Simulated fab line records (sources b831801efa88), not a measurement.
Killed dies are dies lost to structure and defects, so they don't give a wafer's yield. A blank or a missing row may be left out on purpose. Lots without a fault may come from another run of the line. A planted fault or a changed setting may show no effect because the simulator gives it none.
The tool behind it: which one? :: flow sky130 :: 14 lots with 42 wafers sampled at 2 steps, on a route of 708 steps

## WHAT THE GAUGES READ, wafer by wafer
The record lacks any reading of a measuring or inspecting step that a usual standard deviation could be used to judge.

## TOOL THAT RAN EACH LOT (tool first, then ch and the chambers of the sampled wafers, then the start)
lot: L728
SKY_METAL4_STRIP_19: plasmaAsher-04 ch 0, day 41 09:23
SKY_PAD_OPEN_PROBE_99: -

lot: L729
SKY_METAL4_STRIP_19: plasmaAsher-03 ch 0,1, day 41 23:13
SKY_PAD_OPEN_PROBE_99: -

lot: L732
SKY_METAL4_STRIP_19: plasmaAsher-01 ch 0, day 43 00:23
SKY_PAD_OPEN_PROBE_99: -

lot: L731
SKY_METAL4_STRIP_19: plasmaAsher-01 ch 0, day 43 01:43
SKY_PAD_OPEN_PROBE_99: -

lot: L734
SKY_METAL4_STRIP_19: plasmaAsher-04 ch 0,1, day 43 16:34
SKY_PAD_OPEN_PROBE_99: -

lot: L735
SKY_METAL4_STRIP_19: plasmaAsher-04 ch 0,1, day 43 20:19
SKY_PAD_OPEN_PROBE_99: -

lot: L736
SKY_METAL4_STRIP_19: plasmaAsher-01 ch 0,1, day 44 01:40
SKY_PAD_OPEN_PROBE_99: -

lot: L737
SKY_METAL4_STRIP_19: plasmaAsher-03 ch 0,1, day 44 07:43
SKY_PAD_OPEN_PROBE_99: -

lot: L738
SKY_METAL4_STRIP_19: plasmaAsher-01 ch 0,1, day 44 17:28
SKY_PAD_OPEN_PROBE_99: -

lot: L746
SKY_METAL4_STRIP_19: plasmaAsher-03 ch 0,1, day 46 08:25
SKY_PAD_OPEN_PROBE_99: -

lot: L748
SKY_METAL4_STRIP_19: plasmaAsher-03 ch 0,1, day 47 04:37
SKY_PAD_OPEN_PROBE_99: -

lot: L749
SKY_METAL4_STRIP_19: plasmaAsher-04 ch 0,1, day 47 14:38
SKY_PAD_OPEN_PROBE_99: prober-02, day 50 18:07

lot: L750
SKY_METAL4_STRIP_19: plasmaAsher-04 ch 0,1, day 47 21:05
SKY_PAD_OPEN_PROBE_99: -

lot: L751
SKY_METAL4_STRIP_19: plasmaAsher-04 ch 0,1, day 48 03:44
SKY_PAD_OPEN_PROBE_99: -
- SKY_METAL4_STRIP_19: strips in O2/N2.
- SKY_PAD_OPEN_PROBE_99

## WHAT THE TOOLS THEMSELVES READ (means of the sampled wafers that have a number; where no wafer has one, the mark that the record gives instead)
SKY_METAL4_STRIP_19. Usual: drypumpMotorCurrentA 5.9 A, standard deviation 0.58; oesProductAu 0.502 a.u., standard deviation 0.0055; stripTimeToEndpointS 6.54 s, standard deviation 0.085.
lot: L728
tool: plasmaAsher-04
drypumpMotorCurrentA (A): 6.6
oesProductAu (a.u.): 0.508
stripTimeToEndpointS (s): 6.64
flag: 

lot: L729
tool: plasmaAsher-03
drypumpMotorCurrentA (A): 6.1
oesProductAu (a.u.): 0.498
stripTimeToEndpointS (s): 6.42
flag: 

lot: L732
tool: plasmaAsher-01
drypumpMotorCurrentA (A): 4.9
oesProductAu (a.u.): 0.503
stripTimeToEndpointS (s): 6.51
flag: 

lot: L731
tool: plasmaAsher-01
drypumpMotorCurrentA (A): 4.9
oesProductAu (a.u.): 0.498
stripTimeToEndpointS (s): 6.54
flag: 

lot: L734
tool: plasmaAsher-04
drypumpMotorCurrentA (A): 6.1
oesProductAu (a.u.): 0.497
stripTimeToEndpointS (s): 6.51
flag: 

lot: L735
tool: plasmaAsher-04
drypumpMotorCurrentA (A): 6.1
oesProductAu (a.u.): 0.496
stripTimeToEndpointS (s): 6.40
flag: 

lot: L736
tool: plasmaAsher-01
drypumpMotorCurrentA (A): 5.4
oesProductAu (a.u.): 0.498
stripTimeToEndpointS (s): 6.40
flag: 

lot: L737
tool: plasmaAsher-03
drypumpMotorCurrentA (A): 6.1
oesProductAu (a.u.): 0.501
stripTimeToEndpointS (s): 6.48
flag: 

lot: L738
tool: plasmaAsher-01
drypumpMotorCurrentA (A): 5.4
oesProductAu (a.u.): 0.507
stripTimeToEndpointS (s): 6.58
flag: 

lot: L746
tool: plasmaAsher-03
drypumpMotorCurrentA (A): 5.9
oesProductAu (a.u.): 0.505
stripTimeToEndpointS (s): 6.58
flag: 

lot: L748
tool: plasmaAsher-03
drypumpMotorCurrentA (A): 5.9
oesProductAu (a.u.): 0.505
stripTimeToEndpointS (s): 6.65
flag: 

lot: L749
tool: plasmaAsher-04
drypumpMotorCurrentA (A): 6.3
oesProductAu (a.u.): 0.506
stripTimeToEndpointS (s): 6.62
flag: 

lot: L750
tool: plasmaAsher-04
drypumpMotorCurrentA (A): 6.3
oesProductAu (a.u.): 0.499
stripTimeToEndpointS (s): 6.54
flag: 

lot: L751
tool: plasmaAsher-04
drypumpMotorCurrentA (A): 6.1
oesProductAu (a.u.): 0.504
stripTimeToEndpointS (s): 6.53
flag: 

SKY_PAD_OPEN_PROBE_99. Usual: defectLimitedYield 82.4 %, standard deviation 1.9; killed_at_M0_to_M3 44, standard deviation 7.2; killed_at_M4_up 3.4, standard deviation 2.1; killedAtContacts 24, standard deviation 5.5; killedAtFrontEnd 15, standard deviation 4.6; killedAtOther 0.4, standard deviation 0.64; killedDies 86, standard deviation 9.1; killedOpen 47, standard deviation 7.5; killedShort 39, standard deviation 5.8; sort_bin_3_pad_short 0.9 %, standard deviation 0.41; sort_bin_5_function 10.4 %, standard deviation 1.5; sort_bin_6_memory 6.3 %, standard deviation 1.2; sortNPass 406, standard deviation 9.1; sortYieldPct 82.4 %, standard deviation 1.9.
lot: L749
tool: prober-02
defectLimitedYield (%): 82.7
killed_at_M0_to_M3: 41
killed_at_M4_up: 1.5
killedAtContacts: 22
killedAtFrontEnd: 20
killedAtOther: 0.0
killedDies: 85
killedOpen: 44
killedShort: 40
sort_bin_3_pad_short (%): 0.5
sort_bin_5_function (%): 10.4
sort_bin_6_memory (%): 6.4
sortNPass: 407
sortYieldPct (%): 82.7
flag: 

## THE ANSWER, worked out from the rows above alone
Rule: lot off if the mean of its wafers having a number is beyond 3 standard deviations from the usual mean. A lot without any number at a reading at which 4 lots or more have one is off too. All remaining lots with rows at the step are treated as sound. The gauges are gone through in route order, then the tools' own readings, and for those a lot's mean is taken as printed above. At the first step where some lot is off, the reading lying furthest off is the one used; lots without a number count as furthest.
No lot is off on any of the readings shown, so nothing can be concluded from this.

## WHAT THE SIMULATOR HAD PUT IN
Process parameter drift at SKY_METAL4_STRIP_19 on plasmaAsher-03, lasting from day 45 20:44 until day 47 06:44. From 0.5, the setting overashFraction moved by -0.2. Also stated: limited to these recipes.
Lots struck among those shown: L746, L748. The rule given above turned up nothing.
